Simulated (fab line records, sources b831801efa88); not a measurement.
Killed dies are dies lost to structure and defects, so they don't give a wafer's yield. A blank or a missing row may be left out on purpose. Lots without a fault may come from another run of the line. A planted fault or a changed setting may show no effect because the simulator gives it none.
Which tool did it? | flow gf180mcu | 14 lots, 42 wafers sampled, at 4 steps of a route of 602

WHAT THE GAUGES READ, wafer by wafer
The record holds no reading of a measuring or inspecting step that can be judged against a usual standard deviation.

WHICH TOOL RAN EACH LOT (tool, then ch and the chambers of the sampled wafers, then the start)
lot  | GF_V4_CVD_23                  | GF_MIM_SPUTTER_00            | GF_MIM_SPUTTER_07            | GF_MIM_EXPOSE_16
L538 | cvd_w-02 ch 0,1, day 25 05:38 | pvd_sputter-03, day 25 06:12 | pvd_sputter-02, day 25 06:32 | iline_stepper-02 ch 0, day 25 17:11
L541 | cvd_w-02 ch 0,1, day 26 10:29 | pvd_sputter-02, day 26 11:17 | pvd_sputter-01, day 26 11:35 | iline_stepper-01 ch 0, day 26 21:23
L542 | cvd_w-02 ch 0,1, day 26 15:40 | pvd_sputter-01, day 26 16:16 | pvd_sputter-02, day 26 16:34 | iline_stepper-02 ch 0, day 27 03:34
L544 | cvd_w-02 ch 1, day 27 07:50   | pvd_sputter-02, day 27 08:26 | pvd_sputter-01, day 27 08:45 | iline_stepper-01 ch 0, day 27 18:55
L545 | cvd_w-02 ch 0,1, day 27 15:16 | pvd_sputter-02, day 27 15:53 | pvd_sputter-03, day 27 16:12 | iline_stepper-01 ch 0, day 28 02:48
L546 | cvd_w-02 ch 0,1, day 28 04:09 | pvd_sputter-03, day 28 04:42 | pvd_sputter-01, day 28 05:01 | iline_stepper-02 ch 0, day 28 14:33
L547 | cvd_w-02 ch 0,1, day 28 11:14 | pvd_sputter-01, day 28 11:49 | pvd_sputter-03, day 28 12:08 | iline_stepper-01 ch 0, day 28 19:58
L548 | cvd_w-01 ch 0,1, day 28 16:28 | pvd_sputter-03, day 28 17:04 | pvd_sputter-01, day 28 17:22 | iline_stepper-01 ch 0, day 29 02:56
L549 | cvd_w-01 ch 0,1, day 29 01:17 | pvd_sputter-03, day 29 01:53 | pvd_sputter-02, day 29 02:12 | iline_stepper-01 ch 0, day 29 11:44
L550 | cvd_w-02 ch 0,1, day 29 10:29 | pvd_sputter-01, day 29 11:04 | pvd_sputter-01, day 29 11:23 | iline_stepper-01 ch 0, day 29 20:46
L551 | cvd_w-02 ch 0,1, day 29 10:53 | pvd_sputter-03, day 29 11:40 | pvd_sputter-02, day 29 12:00 | iline_stepper-01 ch 0, day 29 21:36
L552 | cvd_w-01 ch 0,1, day 29 16:40 | pvd_sputter-03, day 29 17:15 | pvd_sputter-02, day 29 17:35 | iline_stepper-01, day 30 04:01
L553 | cvd_w-02 ch 0,1, day 30 04:02 | pvd_sputter-03, day 30 04:38 | pvd_sputter-01, day 30 04:56 | iline_stepper-01, day 30 13:08
L554 | cvd_w-01 ch 0,1, day 30 10:38 | pvd_sputter-02, day 30 11:11 | pvd_sputter-03, day 30 11:29 | iline_stepper-02 ch 0, day 30 21:25
- GF_V4_CVD_23: deposits W, target thk 350 nm, time 104.9 s.
- GF_MIM_SPUTTER_00: material Ti, target thk 37.5 nm, time 150 s.
- GF_MIM_SPUTTER_07: material TiN, target thk 60 nm, time 50 s.
- GF_MIM_EXPOSE_16: exposes mask FuseTop, target cd 2000 nm.

WHAT THE TOOLS THEMSELVES READ (means of the sampled wafers that have a number; where no wafer has one, the mark that the record gives instead)
GF_V4_CVD_23.
lot  | tool     | heater_power_w (W)
L538 | cvd_w-02 | 917
L541 | cvd_w-02 | 964
L542 | cvd_w-02 | 907
L544 | cvd_w-02 | 1011
L545 | cvd_w-02 | 975
L546 | cvd_w-02 | 928
L547 | cvd_w-02 | 959
L548 | cvd_w-01 | 873
L549 | cvd_w-01 | 876
L550 | cvd_w-02 | 969
L551 | cvd_w-02 | 949
L552 | cvd_w-01 | 845
L553 | cvd_w-02 | 922
L554 | cvd_w-01 | 849

GF_MIM_SPUTTER_00.
lot  | tool           | throttle_valve_pct (%)
L538 | pvd_sputter-03 | 30.0
L541 | pvd_sputter-02 | 30.1
L542 | pvd_sputter-01 | 29.7
L544 | pvd_sputter-02 | 29.6
L545 | pvd_sputter-02 | 30.1
L546 | pvd_sputter-03 | 29.2
L547 | pvd_sputter-01 | 29.0
L548 | pvd_sputter-03 | 29.8
L549 | pvd_sputter-03 | 29.9
L550 | pvd_sputter-01 | 28.9
L551 | pvd_sputter-03 | 29.6
L552 | pvd_sputter-03 | 29.2
L553 | pvd_sputter-03 | 30.0
L554 | pvd_sputter-02 | 29.7

GF_MIM_SPUTTER_07.
lot  | tool           | throttle_valve_pct (%)
L538 | pvd_sputter-02 | 30.3
L541 | pvd_sputter-01 | 29.0
L542 | pvd_sputter-02 | 30.1
L544 | pvd_sputter-01 | 30.5
L545 | pvd_sputter-03 | 30.1
L546 | pvd_sputter-01 | 28.8
L547 | pvd_sputter-03 | 29.8
L548 | pvd_sputter-01 | 29.9
L549 | pvd_sputter-02 | 30.3
L550 | pvd_sputter-01 | 29.0
L551 | pvd_sputter-02 | 29.6
L552 | pvd_sputter-02 | 29.9
L553 | pvd_sputter-01 | 29.7
L554 | pvd_sputter-03 | 29.9

GF_MIM_EXPOSE_16.
lot  | tool             | exposure_dose_mJ_cm2 | focus_offset_nm (nm)
L538 | iline_stepper-02 | 140.06               | 0.1
L541 | iline_stepper-01 | 140.18               | 0.2
L542 | iline_stepper-02 | 140.24               | -0.8
L544 | iline_stepper-01 | 140.03               | -0.6
L545 | iline_stepper-01 | 140.09               | -0.0
L546 | iline_stepper-02 | 139.76               | -0.0
L547 | iline_stepper-01 | 139.95               | 0.3
L548 | iline_stepper-01 | 140.09               | 0.3
L549 | iline_stepper-01 | 140.01               | 0.2
L550 | iline_stepper-01 | 139.87               | 0.3
L551 | iline_stepper-01 | 140.26               | 0.3
L552 | iline_stepper-01 | -                    | -
L553 | iline_stepper-01 | -                    | -
L554 | iline_stepper-02 | 139.94               | 0.6

THE ANSWER, worked out from the rows above alone
Rule: what is usual is taken from the lots themselves. Put in order of their means at a reading, lots are off if they are a third of the lots or fewer, leave a main group of 4 or more, and stand apart from it by a gap of 3 or more times the standard deviation of the main group's means; of several such gaps the widest counts. A main group whose means are all the same, to the digits that the tables above print for the reading, isn't used. A lot without any number at a reading at which 4 lots or more have one is off too. The other lots that the step has rows for count as sound. The gauges are gone through in route order, then the tools' own readings, and for those a lot's mean is taken as printed above. The first step at which some lot is off is used, and at that step the reading that is off furthest; a lot without a number counts as furthest.
Off: L552, L553, at GF_MIM_EXPOSE_16 (exposure_dose_mJ_cm2). Without a number there: L552, L553. The main group: mean 140.04, standard deviation 0.14.
A tool fits if, at that step or a process step before it, it ran every lot that is off, and no sound lot after the first of them. Can't be told from this: 2 tools fit, pvd_sputter-03 at GF_MIM_SPUTTER_00, iline_stepper-01 at GF_MIM_EXPOSE_16.

WHAT THE SIMULATOR HAD PUT IN
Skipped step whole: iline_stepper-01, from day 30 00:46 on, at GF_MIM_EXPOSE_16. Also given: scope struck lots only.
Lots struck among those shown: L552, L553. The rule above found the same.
